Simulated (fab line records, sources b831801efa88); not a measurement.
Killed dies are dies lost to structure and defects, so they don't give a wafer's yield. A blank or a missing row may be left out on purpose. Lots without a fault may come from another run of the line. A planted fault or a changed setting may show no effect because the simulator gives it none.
Which tool did it? | flow gf180mcu | 6 lots, 18 wafers sampled, at 2 steps of a route of 602

WHAT THE GAUGES READ, wafer by wafer
GF_V5_OVL_MEAS_15.
lot  | measured     | on         | V5_OVL (nm)
L840 | day 27 07:43 | overlay-01 | 6 3 2
L845 | day 29 10:13 | overlay-02 | -6 -5 -11
L847 | day 29 18:29 | overlay-02 | 10 12 4
L853 | day 31 09:52 | overlay-02 | -2 -1 1
L858 | day 32 18:52 | overlay-01 | -2 -4 5
L860 | day 33 03:37 | overlay-02 | 3 -9 -4

WHICH TOOL RAN EACH LOT (tool, then ch and the chambers of the sampled wafers, then the start)
lot  | GF_V3_STRIP_18
L840 | plasma_asher-02 ch 0,1, day 22 12:47
L845 | plasma_asher-03 ch 1, day 24 19:57
L847 | plasma_asher-04 ch 0,1, day 25 07:35
L853 | plasma_asher-04 ch 0,1, day 27 04:56
L858 | plasma_asher-03 ch 0,1, day 28 19:35
L860 | plasma_asher-03 ch 0,1, day 29 05:35
- GF_V3_STRIP_18: strips in O2/N2.

THE ANSWER, worked out from the rows above alone
Rule: what is usual is taken from the lots themselves. Put in order of their means at a reading, lots are off if they are a third of the lots or fewer, leave a main group of 4 or more, and stand apart from it by a gap of 3 or more times the standard deviation of the main group's means; of several such gaps the widest counts. A main group whose means are all the same, to the digits that the tables above print for the reading, isn't used. A lot without any number at a reading at which 4 lots or more have one is off too. The other lots that the step has rows for count as sound.
No lot is off at any reading shown: from this, nothing can be told.

WHAT THE SIMULATOR HAD PUT IN
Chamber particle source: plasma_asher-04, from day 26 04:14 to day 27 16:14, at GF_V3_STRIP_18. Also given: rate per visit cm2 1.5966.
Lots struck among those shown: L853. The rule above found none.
